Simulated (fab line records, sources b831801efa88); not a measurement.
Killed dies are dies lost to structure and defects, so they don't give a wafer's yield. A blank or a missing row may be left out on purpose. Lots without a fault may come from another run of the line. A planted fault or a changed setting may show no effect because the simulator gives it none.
fab line records | flow sky130
record lots=6 wafers=18 last_day=50
route steps=708 shown FIELD_ISO@7 PAD_OPEN@708
lots that met no fault: from a run of the same line without faults
start_h: hours from the record's first day to the start of the lot's first wafer shown | wait_h: hours since the lot's step before | " the same as in the row above | L1.1+2: a row that stands for several wafers | - no value, or no start given | * or withheld: withheld | < > ~ a bound
route shown NAME@n: a module of which the file shows steps, and the number in the route of the first | usual: mean/standard deviation of fault-free wafers | same: alike in all rows | chamber/n: place in a boat | sites: the reading at each site | _std_site: their standard deviation | _edge_site: outer sites' mean less inner sites' | radius_mm: how far each site lies from the wafer's centre | mask NAME#n: copy n | behind: the tool/chamber that last shaped the wafer | hold: why the lot was held/for how many hours/how that ended | device: the transistor (n, p or np) that didn't switch | end of line: the same wafers' tests at the end of the route | a step without rows: its recipe alone | killed: dies lost to structure and defects at the first sort, not the wafer's yield | map: a wafer's dies, x killed, . not, _ none there
set.NAME: the setting as run; set.NAME@STEP: as run at that earlier step | model.NAME: the simulator's own value behind a step, which no gauge read
lots at some steps of the route; a table a step, a row a wafer
services: from which hour (start_h, from the record's first day; less than 0 if before it) a tool's chamber was out of use, for how many hours, and why
## steps
# step SKY_FIELD_ISO_HMDS_06
# recipe prime_time_s=60 prime_temp_c=120
# step SKY_FIELD_ISO_COAT_07
# recipe resist=BARC temp_c=withheld time_s=withheld spin_rpm=3000 resist_thk_nm=60
# step SKY_FIELD_ISO_COAT_08
# recipe resist=KrF-thick spin_rpm=3000 resist_thk_nm=450
# step SKY_FIELD_ISO_SOFTBAKE_09
# recipe temp_c=100 time_s=90 resist=KrF-thick
# step SKY_FIELD_ISO_EXPOSE_10
# recipe mask_id=FOM na=0.68 source_shape=annular sigma_inner=0.4 sigma_outer=0.8 target_cd_nm=150 dose_mj=28
# step SKY_FIELD_ISO_PEB_11
# recipe peb_temp_c=withheld peb_time_s=withheld resist=KrF-thick
# step SKY_FIELD_ISO_DEVELOP_12
# recipe develop_time_s=60 resist=KrF-thick dev_temp_c=21
# step SKY_FIELD_ISO_CD_MEAS_13
# recipe target_cd_nm=150
# usual cd_nm=149.8/1.6
# columns lot.wafer tool chamber start_h wait_h cd_nm
L886.2 cd_sem-01 - 47.51 - 151.6
L886.3 " - " " 151.4
L886.5 " - " " 151.7
L890.1 cd_sem-02 - 64.73 - 149.7
L890.2 " - " " 149.6
L890.3 " - " " 150.0
L892.3 cd_sem-02 - 75.07 - 152.1
L892.5 " - " " 151.5
L892.6 " - " " 152.1
L897.1 cd_sem-02 - 100.43 - 151.5
L897.3 " - " " 151.4
L897.6 " - " " 150.4
L899.1 cd_sem-02 - 112.48 - 151.2
L899.2 " - " " 152.1
L899.4 " - " " 151.4
L906.3 cd_sem-01 - 152.92 - 150.5
L906.4 " - " " 150.2
L906.5 " - " " 149.9
# step SKY_FIELD_ISO_ETCH_14
# recipe chemistry=N2/H2 target=BARC ion_energy_ev=200 source_w=500 bias_w=100 pressure_mtorr=30 n2_flow_sccm=100 h2_flow_sccm=200 stop_on=SiO2 time_s=45.9 target_depth_a=600
# usual bias_w=100.02/0.29 drypump_motor_current_A=5.7/0.4 oes_product_au=0.856/0.0044 run_length_s=74.3/0.54 throttle_valve_pct=13.224/0.009
# columns lot.wafer tool chamber start_h wait_h bias_w drypump_motor_current_A oes_product_au rf_hours_counter_h run_length_s throttle_valve_pct
L886.2 rie_diel-04 2 47.61 0.1 100.11 5.6 0.859 76 74.7 13.211
L886.3 " 3 " " 100.43 5.8 0.851 63 74.8 13.224
L886.5 " 1 " " 100.26 6.3 0.859 - 73.4 13.224
L890.1 rie_diel-03 0 64.85 0.1 100.33 5.3 0.855 122 73.5 13.221
L890.2 " 3 " " 99.93 5.1 0.857 70 73.8 13.218
L890.3 " 2 " " 99.86 6.0 0.854 26 74.0 13.212
L892.3 rie_diel-04 3 75.15 0.1 99.66 5.9 0.858 64 75.1 13.221
L892.5 " 0 " " 100.35 6.0 0.850 - 74.8 13.219
L892.6 " 3 " " 99.89 5.9 0.857 - 74.9 13.217
L897.1 rie_diel-03 2 100.55 0.1 99.91 6.0 0.850 27 74.2 13.229
L897.3 " 0 " " 100.22 5.3 0.862 123 74.1 13.221
L897.6 " 0 " " 99.58 5.3 0.849 - 73.9 13.211
L899.1 rie_diel-04 3 112.60 0.1 99.77 5.8 0.852 65 74.8 13.214
L899.2 " 2 " " 99.69 5.6 0.841 77 74.6 13.224
L899.4 " 2 " " 99.86 5.6 0.856 - 74.9 13.214
L906.3 rie_diel-03 3 153.00 0.1 99.68 5.0 0.860 71 74.1 13.229
L906.4 " 1 " " 99.92 5.6 0.856 2 74.4 13.224
L906.5 " 0 " " 99.61 5.3 0.856 - 73.9 13.220
# step SKY_FIELD_ISO_ETCH_15
# recipe chemistry=CHF3/O2 target_depth_nm=180 stop_on=Si source_w=600 bias_w=200 pressure_mtorr=40 chf3_flow_sccm=50 O2_flow_sccm=5 time_s=72
# usual bias_w=200.0/0.59 chf3_flow_sccm=50.00/0.14 drypump_motor_current_A=5.7/0.4 oes_product_au=0.943/0.0059 run_length_s=100.4/0.55 throttle_valve_pct=8.844/0.01
# columns lot.wafer tool chamber start_h wait_h bias_w chf3_flow_sccm drypump_motor_current_A oes_product_au rf_hours_counter_h run_length_s throttle_valve_pct
L886.2 rie_diel-04 2 47.65 0.0 199.6 49.91 5.5 0.942 76 101.0 8.850
L886.3 " 3 " " 199.5 49.97 5.8 0.946 63 101.2 8.835
L886.5 " 1 " " 199.6 49.84 6.3 0.950 - 100.4 8.854
L890.1 rie_diel-03 0 64.89 0.0 200.9 50.11 5.3 0.951 122 99.8 8.859
L890.2 " 3 " " 200.6 49.92 5.1 0.944 70 100.4 8.846
L890.3 " 2 " " 199.7 49.97 6.0 0.944 26 100.3 8.855
L892.3 rie_diel-04 3 75.19 0.0 199.4 50.15 5.8 0.951 64 101.2 8.853
L892.5 " 0 " " 200.0 49.84 6.0 0.948 - 100.4 8.850
L892.6 " 3 " " 200.1 50.20 5.8 0.951 - 100.5 8.849
L897.1 rie_diel-03 2 100.59 0.0 201.1 49.86 6.1 0.940 27 100.5 8.833
L897.3 " 0 " " 201.4 50.16 5.3 0.942 123 99.7 8.854
L897.6 " 0 " " 200.5 50.05 5.3 0.939 - 99.6 8.840
L899.1 rie_diel-04 3 112.64 0.0 200.3 49.97 5.9 0.941 65 100.7 8.848
L899.2 " 2 " " 199.9 49.78 5.6 0.939 77 101.1 8.846
L899.4 " 2 " " 200.6 49.75 5.5 0.951 - 101.6 8.834
L906.3 rie_diel-03 3 153.04 0.0 200.0 49.88 5.0 0.949 71 99.8 8.862
L906.4 " 1 " " 199.4 49.89 5.6 0.938 2 100.6 8.851
L906.5 " 0 " " 200.3 50.05 5.3 0.942 - 99.9 8.821
# step SKY_FIELD_ISO_STRIP_16
# recipe chemistry=O2/N2 power_w=1400 pressure_mtorr=1500 platen_temp_c=withheld o2_flow_sccm=3000 n2_flow_sccm=300 overash_fraction=0.5
# usual drypump_motor_current_A=5.6/0.54 oes_product_au=0.377/0.0045 strip_time_to_endpoint_s=3.542/0.029
# columns lot.wafer tool chamber start_h wait_h drypump_motor_current_A oes_product_au rf_hours_counter_h strip_time_to_endpoint_s
L886.2 plasma_asher-01 0 47.71 0.0 5.2 0.367 24 3.528
L886.3 " 1 " " 5.8 0.382 - 3.546
L886.5 " 0 " " 5.2 0.376 - 3.559
L890.1 plasma_asher-04 1 64.95 0.0 5.9 0.386 38 3.528
L890.2 " 0 " " 5.6 0.382 38 3.518
L890.3 " 0 " " 5.6 0.382 - 3.582
L892.3 plasma_asher-02 1 75.28 0.1 4.9 0.382 - 3.556
L892.5 " 1 " " 4.9 0.382 - 3.573
L892.6 " 0 " " 6.4 0.374 - 3.536
L897.1 plasma_asher-01 0 100.65 0.0 5.2 0.372 29 3.583
L897.3 " 1 " " 5.8 0.378 - 3.541
L897.6 " 1 " " 5.8 0.377 - 3.535
L899.1 plasma_asher-01 0 112.70 0.0 5.2 0.378 31 3.528
L899.2 " 1 " " 5.8 0.380 31 3.501
L899.4 " 1 " " 5.8 0.375 - 3.521
L906.3 plasma_asher-02 0 153.13 0.1 6.4 0.373 - 3.568
L906.4 " 1 " " 4.9 0.382 - 3.574
L906.5 " 0 " " 6.4 0.381 - 3.569
# step SKY_FIELD_ISO_ETCH_17
# recipe target_depth_a=3420 mask_material=Si3N4 chemistry=HBr/Cl2/O2 target=Si taper_deg=5 icp_w=600 bias_w=150 pressure_mtorr=15 HBr_flow_sccm=150 Cl2_flow_sccm=40 O2_flow_sccm=6 time_s=97.7
# usual bias_w=150.0/0.43 drypump_motor_current_A=5.5/0.44 oes_product_au=1.001/0.0077 run_length_s=126.3/0.57 throttle_valve_pct=25.656/0.0098
# columns lot.wafer tool chamber start_h wait_h bias_w drypump_motor_current_A oes_product_au rf_hours_counter_h run_length_s throttle_valve_pct
L886.2 rie_si-01 2 47.81 0.1 149.4 6.1 0.991 19 126.5 25.668
L886.3 " 1 " " 149.3 5.0 1.005 53 126.8 25.662
L886.5 " 1 " " 148.9 5.0 1.000 - 126.9 25.664
L890.1 rie_si-01 2 65.05 0.1 149.7 6.1 0.998 19 126.8 25.660
L890.2 " 3 " " 150.1 5.5 0.997 72 125.7 25.659
L890.3 " 0 " " 150.6 5.1 0.995 3 125.1 25.656
L892.3 rie_si-02 3 75.35 0.0 149.6 6.3 0.989 138 126.0 25.659
L892.5 " 1 " " 150.9 5.2 1.008 - 126.9 25.638
L892.6 " 2 " " 149.9 5.4 0.991 - 126.4 25.659
L897.1 rie_si-02 2 100.75 0.1 149.4 5.4 0.996 94 126.1 25.665
L897.3 " 3 " " 149.6 6.3 1.003 139 126.3 25.669
L897.6 " 1 " " 150.1 5.2 1.008 - 126.5 25.648
L899.1 rie_si-01 1 112.80 0.1 150.1 5.0 1.008 54 126.6 25.652
L899.2 " 3 " " 151.0 5.5 0.999 73 125.8 25.668
L899.4 " 3 " " 150.9 5.5 1.000 - 125.8 25.658
L906.3 rie_si-02 3 153.20 0.0 150.6 6.3 1.001 0 126.0 25.655
L906.4 " 2 " " 150.0 5.4 0.997 95 126.4 25.651
L906.5 " 2 " " 149.7 5.4 0.987 - 126.1 25.658
# step SKY_FIELD_ISO_WET_ETCH_18
# recipe chemistry=H3PO4 target_depth_nm=25 temp_c=160 target=Si3N4 time_s=286
# usual bath_heat_duty_pct=28.7/2.6 run_length_s=314/3.8
# columns lot.wafer tool chamber start_h wait_h bath_heat_duty_pct run_length_s model.Si3N4_of_FIELD_ISO_CVD_03.thk_nm
L886.2 wet_bench-03 3 47.88 0.0 27.9 320 123.8
L886.3 " 3 " " 27.9 320 125
L886.5 " 3 " " 28.6 320 124
L890.1 wet_bench-03 2 65.12 0.0 23.1 451 111.6
L890.2 " 2 " " 21.2 451 111.2
L890.3 " 2 " " 20.8 451 111.6
L892.3 wet_bench-02 1 75.42 0.0 32.8 312 126.6
L892.5 " 1 " " 31.8 312 125.9
L892.6 " 1 " " 29.3 312 127.2
L897.1 wet_bench-03 0 100.82 0.0 31.4 447 111.4
L897.3 " 0 " " 30.9 447 111.4
L897.6 " 0 " " 31.7 447 110.9
L899.1 wet_bench-02 3 112.87 0.0 24.5 320 123.7
L899.2 " 3 " " 23.1 320 123.3
L899.4 " 3 " " 27.1 320 123.4
L906.3 wet_bench-02 2 153.27 0.0 28.0 320 125.6
L906.4 " 2 " " 31.1 320 123.5
L906.5 " 2 " " 31.2 320 123.7
# step SKY_FIELD_ISO_CLEAN_19
# recipe chemistry=SC1/SC2 mix=1:4:20 temp_c=70 time_s=150
# step SKY_FIELD_ISO_CLEAN_20
# recipe chemistry=dHF time_s=20 dilution=100:1
# step SKY_FIELD_ISO_WET_ETCH_21
# recipe chemistry=dHF dilution=100:1 target_depth_nm=20 dry=ipa_marangoni target=SiO2 temp_c=25 time_s=400
# step SKY_FIELD_ISO_OXIDATION_22
# recipe temp_c=950 ambient=O2 stabilise_s=600 purge_s=300 target_thk_a=100 ox_time_s=623
# step SKY_FIELD_ISO_THK_MEAS_23
# recipe reads=SiO2_of_FIELD_ISO_OXIDATION_22
# usual FIELD_ISO_OXIDATION_01_THK=9.92/0.15
# columns lot.wafer tool chamber start_h wait_h FIELD_ISO_OXIDATION_01_THK[nm]
L886.2 film_metro-02 - 49.58 0.0 10.14
L886.3 " - " " 10.14
L886.5 " - " " 10.22
L890.1 film_metro-04 - 68.84 0.0 10.11
L890.2 " - " " 10.10
L890.3 " - " " 10.17
L892.3 film_metro-03 - 77.75 0.0 9.72
L892.5 " - " " 9.75
L892.6 " - " " 9.76
L897.1 film_metro-04 - 105.80 0.0 10.12
L897.3 " - " " 9.85
L897.6 " - " " 9.99
L899.1 film_metro-02 - 116.70 0.0 9.95
L899.2 " - " " 10.19
L899.4 " - " " 9.97
L906.3 film_metro-04 - 154.78 0.0 9.86
L906.4 " - " " 9.88
L906.5 " - " " 9.85
# step SKY_FIELD_ISO_CVD_24
# recipe material=SiO2 target_thk_nm=595 temp_c=650 sigma_open_frac=0.3 time_s=99.2 sih4_flow_sccm=60 pressure_mtorr=6
# step SKY_FIELD_ISO_THK_MEAS_25
# recipe reads=SiO2_of_FIELD_ISO_CVD_24
# usual FIELD_ISO_CVD_24_THK=595/4.9
# columns lot.wafer tool chamber start_h wait_h FIELD_ISO_CVD_24_THK[nm]
L886.2 film_metro-04 - 49.71 0.0 595
L886.3 " - " " 597
L886.5 " - " " 595
L890.1 film_metro-04 - 69.04 0.1 600
L890.2 " - " " 593
L890.3 " - " " 593
L892.3 film_metro-04 - 77.89 0.1 595
L892.5 " - " " 604
L892.6 " - " " 598
L897.1 film_metro-03 - 105.93 0.0 587
L897.3 " - " " 596
L897.6 " - " " 593
L899.1 film_metro-04 - 116.83 0.0 599
L899.2 " - " " 597
L899.4 " - " " 601
L906.3 film_metro-03 - 154.92 0.1 592
L906.4 " - " " 595
L906.5 " - " " 594
# step SKY_FIELD_ISO_ANNEAL_26
# recipe temp_c=1000 time_s=1800 ambient=N2
# step SKY_FIELD_ISO_CMP_27
# recipe stop_on=Si3N4 t_overpolish_s=16 down_force_psi=4 platen_rpm=60 target_thk_nm=457.8 pad_velocity_m_s=0.94248
# usual head_pressure_psi=4.001/0.0088 motor_current_A=12.7/1.2
# columns lot.wafer tool chamber start_h wait_h head_pressure_psi motor_current_A
L886.3 cmp-01 3 51.57 0.3 3.989 11.2
L886.2 " 2 " " 4.007 11.4
L886.5 " 0 " " 4.008 11.5
L890.3 cmp-02 1 73.19 0.0 3.993 14.5
L890.2 " 2 " " 4.005 15.0
L890.1 " 3 " " 4.010 12.2
L892.3 cmp-01 3 79.48 0.1 3.997 10.9
L892.6 " 2 " " 4.011 11.0
L892.5 " 3 " " 4.010 11.4
L897.3 cmp-02 1 112.30 0.0 4.005 13.7
L897.1 " 2 " " 3.994 14.4
L897.6 " 2 " " 3.993 14.5
L899.2 cmp-01 3 119.71 0.0 4.002 11.6
L899.1 " 0 " " 4.007 11.8
L899.4 " 1 " " 4.001 12.9
L906.3 cmp-02 3 156.46 0.0 4.016 12.4
L906.4 " 0 " " 3.988 12.9
L906.5 " 0 " " 3.989 12.7
# step SKY_FIELD_ISO_WET_ETCH_28
# recipe chemistry=dHF target_depth_nm=23.7 target=SiO2 dilution=10:1 temp_c=25 time_s=47
# usual bath_heat_duty_pct=6.8/0.7 run_length_s=75/3.1
# columns lot.wafer tool chamber start_h wait_h bath_heat_duty_pct run_length_s model.Si3N4_of_FIELD_ISO_CVD_03.thk_nm
L886.2 wet_bench-02 2 51.87 0.1 7.4 73 117.9
L886.3 " 2 " " 7.6 73 119.1
L886.5 " 2 " " 6.2 73 118.1
L890.1 wet_bench-03 0 73.49 0.1 6.8 72 105.7
L890.2 " 0 " " 8.0 72 105.3
L890.3 " 0 " " 6.9 72 105.7
L892.3 wet_bench-01 0 79.73 0.2 7.2 73 120.6
L892.5 " 0 " " 6.0 73 120
L892.6 " 0 " " 7.1 73 121.2
L897.1 wet_bench-02 0 112.60 0.2 7.0 80 105.4
L897.3 " 0 " " 7.8 80 105.4
L897.6 " 0 " " 7.3 80 105
L899.1 wet_bench-02 1 120.01 0.2 8.5 80 117.9
L899.2 " 1 " " 6.8 80 117.5
L899.4 " 1 " " 7.3 80 117.5
L906.3 wet_bench-01 0 156.76 0.2 7.4 72 119.7
L906.4 " 0 " " 6.9 72 117.6
L906.5 " 0 " " 6.9 72 117.8
# step SKY_FIELD_ISO_WET_ETCH_29
# recipe chemistry=H3PO4 target_depth_nm=160 target=Si3N4 temp_c=160 time_s=1825
# step SKY_PAD_OPEN_PROBE_99
# usual killed_at_M0_to_M3=43/6.8 killed_at_M4_up=3.2/1.8 killed_at_contacts=24/5.2 killed_at_front_end=15/4.2 killed_at_other=0.4/0.62 killed_dies=85/8.7 killed_open=46/6.7 killed_short=39/5.9
# same gross_dies=492 killed_at_back_side=0
# columns lot.wafer tool chamber start_h wait_h killed_at_M0_to_M3 killed_at_M4_up killed_at_contacts killed_at_front_end killed_at_other killed_dies killed_open killed_short model.etest.pfet_16v.r_on_ohm_um model.etest.cap_li_to_poly.c_af_um2 model.etest.cap_poly_to_well.c_af_um2 model.etest.field_p.vt_v model.etest.field_n.vt_v model.etest.sram_nfet_pass.off_log10_a_um
L886.2 prober-01 - 1093.04 0.1 39 2 20 11 0 72 41 31 1.482e+04 100.5 95.15 -39.19 34.44 -12.5
L886.3 prober-01 - 1093.09 0.2 44 4 23 20 0 91 49 42 1.508e+04 99.43 89.61 -40.8 35.59 -12.56
L886.5 prober-01 - 1093.19 0.2 46 3 28 20 0 97 48 49 1.51e+04 99.46 92.23 -40.11 34.95 -12.81
L890.1 prober-02 - 1115.97 0.1 34 7 22 15 0 78 42 36 1.474e+04 99.03 96.73 -39.67 35.13 -13.04
L890.2 prober-02 - 1116.02 0.1 47 4 21 16 1 89 49 40 1.469e+04 95.44 95.58 -39.28 34.93 -13.09
L890.3 prober-02 - 1116.07 0.2 45 2 24 15 0 86 47 39 1.468e+04 95.02 94.39 -39.78 35.12 -13.04
L892.3 prober-01 - 1124.96 0.2 33 2 24 10 0 69 35 34 1.506e+04 97.79 91.84 -40.5 36.09 -12.97
L892.5 prober-01 - 1125.06 0.2 34 5 23 16 0 78 46 32 1.528e+04 101.3 90.63 -41.03 36.29 -12.7
L892.6 prober-01 - 1125.11 0.2 45 5 28 4 0 82 53 29 1.5e+04 98.05 91.73 -40.46 36.09 -12.78
L897.1 prober-02 - 1154.46 0.1 30 5 20 21 0 76 40 36 1.471e+04 95.79 95.71 -37.29 33.73 -12.94
L897.3 prober-02 - 1154.56 0.2 36 1 22 7 2 68 39 27 1.466e+04 96.9 93.79 -37.88 34.06 -13.03
L897.6 prober-02 - 1154.71 0.2 39 3 23 19 1 85 46 38 1.478e+04 98.42 90.87 -38.61 34.67 -12.86
L899.1 prober-02 - 1163.92 0.1 41 1 20 22 0 84 46 38 1.519e+04 97.36 91.96 -41.58 36.23 -12.77
L899.2 prober-02 - 1163.97 0.1 46 4 23 22 0 95 56 39 1.492e+04 100.3 90.56 -40.21 35.55 -12.58
L899.4 prober-02 - 1164.07 0.2 45 3 26 20 0 94 47 47 1.483e+04 98.61 91.79 -40 35.36 -12.7
L906.3 prober-01 - 1191.26 0.2 45 1 20 17 1 84 51 32 1.573e+04 98.38 91.65 -42.67 35.94 -12.79
L906.4 prober-01 - 1191.31 0.2 48 5 18 10 0 81 47 34 1.543e+04 94.44 89.4 -41.58 35.66 -12.31
L906.5 prober-01 - 1191.36 0.2 27 1 19 17 1 65 37 27 1.55e+04 100.1 91.95 -41.73 35.86 -12.31
# killed by level:class
L886.2 VIA2:geometric_particle:open=9 VIA1:geometric_particle:open=8 LOCAL_INTERCONNECT:geometric_particle:short=6 CONTACT:geometric_particle:open=6 METAL2:geometric_particle:short=6 FIELD_ISO:geometric_particle:open=5 VIA3:geometric_particle:open=5 LI_CONTACT:geometric_particle:open=4
L886.3 CONTACT:geometric_particle:open=15 VIA1:geometric_particle:open=9 POLY_GATE:geometric_particle:short=8 VIA3:geometric_particle:open=7 FIELD_ISO:geometric_particle:short=6 METAL2:geometric_particle:short=6 VIA2:geometric_particle:open=5 METAL3:geometric_particle:short=4
L886.5 VIA1:geometric_particle:open=14 POLY_GATE:geometric_particle:open=8 LOCAL_INTERCONNECT:geometric_particle:short=6 CONTACT:geometric_particle:open=6 VIA2:geometric_particle:open=6 VIA3:geometric_particle:short=6 LI_CONTACT:geometric_particle:open=5 CONTACT:geometric_particle:short=5
L890.1 LI_CONTACT:geometric_particle:open=7 VIA1:geometric_particle:open=7 CONTACT:geometric_particle:open=6 FIELD_ISO:geometric_particle:open=5 METAL1:geometric_particle:short=5 METAL2:geometric_particle:short=5 METAL2:geometric_particle:open=5 METAL4:geometric_particle:short=5
L890.2 VIA1:geometric_particle:open=12 LI_CONTACT:geometric_particle:open=10 VIA1:geometric_particle:short=8 METAL2:geometric_particle:short=6 VIA3:geometric_particle:short=6 POLY_GATE:geometric_particle:short=5 CONTACT:geometric_particle:open=5 POLY_GATE:geometric_particle:open=4
L890.3 CONTACT:geometric_particle:open=11 METAL1:geometric_particle:short=11 LI_CONTACT:geometric_particle:open=9 VIA3:geometric_particle:open=7 FIELD_ISO:geometric_particle:short=6 VIA1:geometric_particle:open=6 VIA3:geometric_particle:short=5 VIA2:geometric_particle:short=4
L892.3 LOCAL_INTERCONNECT:geometric_particle:short=8 VIA1:geometric_particle:open=6 LI_CONTACT:geometric_particle:open=6 METAL1:geometric_particle:short=6 VIA3:geometric_particle:open=6 CONTACT:geometric_particle:open=5 METAL2:geometric_particle:short=4 FIELD_ISO:geometric_particle:short=3
L892.5 LI_CONTACT:geometric_particle:open=9 FIELD_ISO:geometric_particle:open=7 VIA1:geometric_particle:open=7 VIA2:geometric_particle:open=7 CONTACT:geometric_particle:open=4 METAL1:geometric_particle:short=4 VIA1:geometric_particle:short=4 CONTACT:geometric_particle:short=3
L892.6 VIA1:geometric_particle:open=17 CONTACT:geometric_particle:open=14 METAL1:geometric_particle:short=8 VIA2:geometric_particle:open=7 LI_CONTACT:geometric_particle:open=5 LOCAL_INTERCONNECT:geometric_particle:short=4 VIA1:geometric_particle:short=4 METAL4:geometric_particle:short=4
L897.1 VIA1:geometric_particle:short=8 FIELD_ISO:geometric_particle:open=7 LI_CONTACT:geometric_particle:open=7 CONTACT:geometric_particle:open=7 VIA1:geometric_particle:open=7 VIA2:geometric_particle:open=4 FIELD_ISO:geometric_particle:short=3 POLY_CUT:geometric_particle:short=3
L897.3 LI_CONTACT:geometric_particle:open=9 VIA1:geometric_particle:open=9 VIA2:geometric_particle:open=8 CONTACT:geometric_particle:open=6 CONTACT:geometric_particle:short=4 POLY_GATE:geometric_particle:short=3 VIA1:geometric_particle:short=3 METAL2:geometric_particle:short=3
L897.6 VIA1:geometric_particle:open=8 FIELD_ISO:geometric_particle:open=6 LI_CONTACT:geometric_particle:open=6 CONTACT:geometric_particle:open=6 VIA2:geometric_particle:open=6 LI_CONTACT:geometric_particle:short=5 METAL1:geometric_particle:open=5 VIA1:geometric_particle:short=5
L899.1 VIA1:geometric_particle:open=12 CONTACT:geometric_particle:open=11 METAL2:geometric_particle:short=9 FIELD_ISO:geometric_particle:open=7 POLY_GATE:geometric_particle:short=6 FIELD_ISO:geometric_particle:short=5 CONTACT:geometric_particle:short=4 METAL1:geometric_particle:open=4
L899.2 VIA2:geometric_particle:open=10 VIA3:geometric_particle:open=10 VIA1:geometric_particle:open=10 CONTACT:geometric_particle:open=9 FIELD_ISO:geometric_particle:short=7 LI_CONTACT:geometric_particle:open=5 POLY_GATE:geometric_particle:short=5 FIELD_ISO:geometric_particle:open=4
L899.4 CONTACT:geometric_particle:open=9 LOCAL_INTERCONNECT:geometric_particle:short=8 VIA2:geometric_particle:open=8 FIELD_ISO:geometric_particle:short=7 METAL1:geometric_particle:short=7 VIA1:geometric_particle:open=7 FIELD_ISO:geometric_particle:open=5 METAL2:geometric_particle:open=5
L906.3 CONTACT:geometric_particle:open=12 VIA3:geometric_particle:open=10 VIA2:geometric_particle:open=7 VIA1:geometric_particle:open=7 FIELD_ISO:geometric_particle:short=5 FIELD_ISO:geometric_particle:open=4 LI_CONTACT:geometric_particle:open=4 VIA2:geometric_particle:short=4
L906.4 VIA3:geometric_particle:open=10 VIA1:geometric_particle:open=9 VIA2:geometric_particle:open=9 CONTACT:geometric_particle:open=8 LI_CONTACT:geometric_particle:open=6 FIELD_ISO:geometric_particle:short=5 METAL4:geometric_particle:short=5 VIA1:geometric_particle:short=4
L906.5 LI_CONTACT:geometric_particle:open=10 VIA2:geometric_particle:open=6 CONTACT:geometric_particle:short=4 VIA1:geometric_particle:open=4 VIA3:geometric_particle:open=4 FIELD_ISO:geometric_particle:short=3 POLY_GATE:geometric_particle:short=3 SPACER:geometric_particle:open=3
## services
# columns tool chamber start_h hours kind
cmp-01 - 33.11 2.1 repair
cmp-02 - 45.02 1.7 repair
cmp-02 - 50.18 11.2 pm
rie_diel-04 - 54.57 1.8 repair
rie_diel-03 3 55.72 8.0 repair
cmp-01 - 57.57 5.9 repair
cmp-01 - 59.24 0.5 repair
rie_si-02 0 62.56 8.2 repair
cmp-01 - 64.00 4.0 pm
rie_diel-04 3 67.95 4.1 repair
rie_diel-03 0 78.77 6.4 repair
rie_diel-03 - 86.76 2.9 repair
cmp-01 - 98.49 1.0 repair
cmp-02 - 104.91 5.1 repair
rie_diel-03 3 107.63 7.7 repair
rie_si-01 0 111.10 5.3 repair
rie_si-02 2 111.35 8.1 repair
cmp-01 - 118.71 0.4 repair
cmp-02 - 119.58 1.0 repair
rie_diel-03 - 120.12 0.6 repair
rie_si-02 1 120.92 3.1 repair
rie_si-01 2 135.51 2.1 repair
cmp-02 - 149.69 0.6 repair
plasma_asher-02 - 155.94 14.6 pm
## key
first_sign step=SKY_FIELD_ISO_WET_ETCH_18 reading=run_length_s direction=up sigmas=36 usual=* struck=*
effect none on later readings
model_effect step=SKY_FIELD_ISO_WET_ETCH_18 value=Si3N4_of_FIELD_ISO_CVD_03.thk_nm without=123.5 struck=111.3
model_effect step=SKY_FIELD_ISO_WET_ETCH_28 value=Si3N4_of_FIELD_ISO_CVD_03.thk_nm without=117.6 struck=105.4
model_effect step=SKY_PAD_OPEN_PROBE_99 value=etest.pfet_16v.r_on_ohm_um without=1.515e+04 struck=1.471e+04
met_at SKY_FIELD_ISO_WET_ETCH_18
struck_wafers L890.1,L890.2,L890.3,L897.1,L897.3,L897.6
tester_left_out L890,L897
onset_between 47.88 65.12
fault kind=process_parameter_drift tool=wet_bench-03 chamber=- onset_h=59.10 steps=SKY_FIELD_ISO_WET_ETCH_18 channel=time_s offset=* shape=step end_h=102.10 acts_in=* stated=*
# tester_left_out: of these lots the tester's yield and bins aren't shown, on N5 and GAA mostly nor the transistor test; their killed dies are dies lost to structure and defects alone, not to doping, threshold or leakage, so they don't give the yield
